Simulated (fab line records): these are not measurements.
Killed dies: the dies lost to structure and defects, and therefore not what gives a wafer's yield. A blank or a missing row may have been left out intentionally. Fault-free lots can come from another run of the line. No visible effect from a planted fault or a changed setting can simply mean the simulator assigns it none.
Struck lot and sound lot, side by side :: flow sky130 :: 29 steps out of a route of 708
Sound: the wafers L542.1, L542.2, L542.6. The struck wafers were L552.1, L552.4, L552.6. The cause is named last.
At each step with rows: each side's tool, then ch and its chambers, then its first start. Under that, the readings that differ: sound wafers :: struck wafers :: difference of the means :: sigmas: that difference in standard deviations of wafers without a fault.
alike: a reading whose means differ by less than 2 such deviations, as well as words and numbers matching on both sides. not compared: withheld readings; readings where some wafer has no value; bounds like >300 that might hide an equal value; numbers whose values overlap and for which the record gives no deviation.
A row with sigmas, a row that says differs or no value, or rows on one side alone: a step with any of these is where the two part. Numbers that have no deviation but don't overlap get no sigmas and don't part them. Lack of a reading on every wafer of one side parts them only where that side has two or more wafers.

SKY_PWDE_STRIP_09: strips in O2/N2.
  sound on plasmaAsher-02 ch 0,1, day 4 20:14; struck on plasmaAsher-02 ch 0,1, day 7 03:20
  alike: chamberPressureMTorr, drypumpMotorCurrentA, oesProductAu, stripTimeToEndpointS
  not compared: rfHoursCounterH
SKY_PWDE_TW_MEAS_10:
  sound on filmMetro-01 at day 4 20:20; struck on filmMetro-01 at day 7 03:26
  alike: PWDE_TW
then, 7 steps without rows for these wafers: SKY_NWELL_DEHYDRATE_03 (time 60 s); SKY_NWELL_HMDS_04 (prime time 60 s); SKY_NWELL_COAT_05 (resist thk 3000 nm); SKY_NWELL_SOFTBAKE_06; SKY_NWELL_EXPOSE_07 (exposes mask NWM, target cd 840 nm); SKY_NWELL_PEB_08; SKY_NWELL_DEVELOP_09 (develop time 60 s).
SKY_NWELL_OVL_MEAS_10:
  sound on overlay-01 at day 5 14:11; struck on overlay-01 at day 7 23:59
  alike: NWELL_00_OVL
then, 2 steps without rows for these wafers: SKY_NWELL_IMPLANT_11; SKY_NWELL_IMPLANT_12.
SKY_NWELL_IMPLANT_13:
  struck on implanter-02, day 8 00:19; sound on implanter-04 ch 0, day 5 14:31
  no value came back on the struck wafers for beamEnergyKeV, beamOnS (s), endStationPressureTorr (Torr); on the sound wafers beamEnergyKeV reads 50.006 50.018 50.023
SKY_NWELL_STRIP_14: strips in O2/N2.
  sound on plasmaAsher-04 ch 0,1, day 5 14:40; struck on plasmaAsher-03 ch 0,1, day 8 00:28
  alike: chamberPressureMTorr, drypumpMotorCurrentA, oesProductAu, stripTimeToEndpointS
  not compared: rfHoursCounterH
SKY_NWELL_TW_MEAS_15:
  sound on filmMetro-04 at day 5 14:46; struck on filmMetro-04 at day 8 00:35
  alike: NWELL_TW
then, 7 steps without rows for these wafers: SKY_NWELL_DEHYDRATE_16 (time 60 s); SKY_NWELL_HMDS_17 (prime time 60 s); SKY_NWELL_COAT_18 (resist thk 3000 nm); SKY_NWELL_SOFTBAKE_19; SKY_NWELL_EXPOSE_20 (exposes mask NWM COMPLEMENT, target cd 840 nm); SKY_NWELL_PEB_21; SKY_NWELL_DEVELOP_22 (develop time 60 s).
SKY_NWELL_OVL_MEAS_23:
  sound on overlay-02 at day 6 08:57; struck on overlay-01 at day 8 20:21
  alike: NWELL_01_OVL
following that, these wafers have no rows for 1 step: SKY_NWELL_IMPLANT_24.
SKY_NWELL_STRIP_25: strips in O2/N2.
  sound on plasmaAsher-02 ch 0,1, day 6 09:08; struck on plasmaAsher-04 ch 0,1, day 8 20:32
  alike: chamberPressureMTorr, drypumpMotorCurrentA, oesProductAu, stripTimeToEndpointS
  not compared: rfHoursCounterH
SKY_NWELL_TW_MEAS_26:
  sound on filmMetro-04 at day 6 09:14; struck on filmMetro-03 at day 8 20:38
  alike: NWELL_2_TW
then, 1 step without rows for these wafers: SKY_NWELL_CLEAN_27 (cleans in SC1/SC2, time 150 s).
SKY_NWELL_RTA_28: time 30 s.
  sound on rtpAnneal-02 ch 0, day 6 09:21; struck on rtpAnneal-02 ch 0, day 8 20:45
  alike: lampPowerPct, wafer_temp_C_max
SKY_NWELL_RS_MEAS_29: a four-point-probe measurement.
  sound on filmMetro-01 at day 6 09:27; struck on filmMetro-04 at day 8 20:51
reading: NWELL_RS (ohm/sq)
sound: 626.0 627.5 626.0
struck: 651.8 651.3 650.9
difference: +24.8
sigmas: +15

## WHERE THEY PART
Last at SKY_NWELL_RS_MEAS_29 as far as this record goes, first at SKY_NWELL_IMPLANT_13.

WHY: the cause the simulator had injected
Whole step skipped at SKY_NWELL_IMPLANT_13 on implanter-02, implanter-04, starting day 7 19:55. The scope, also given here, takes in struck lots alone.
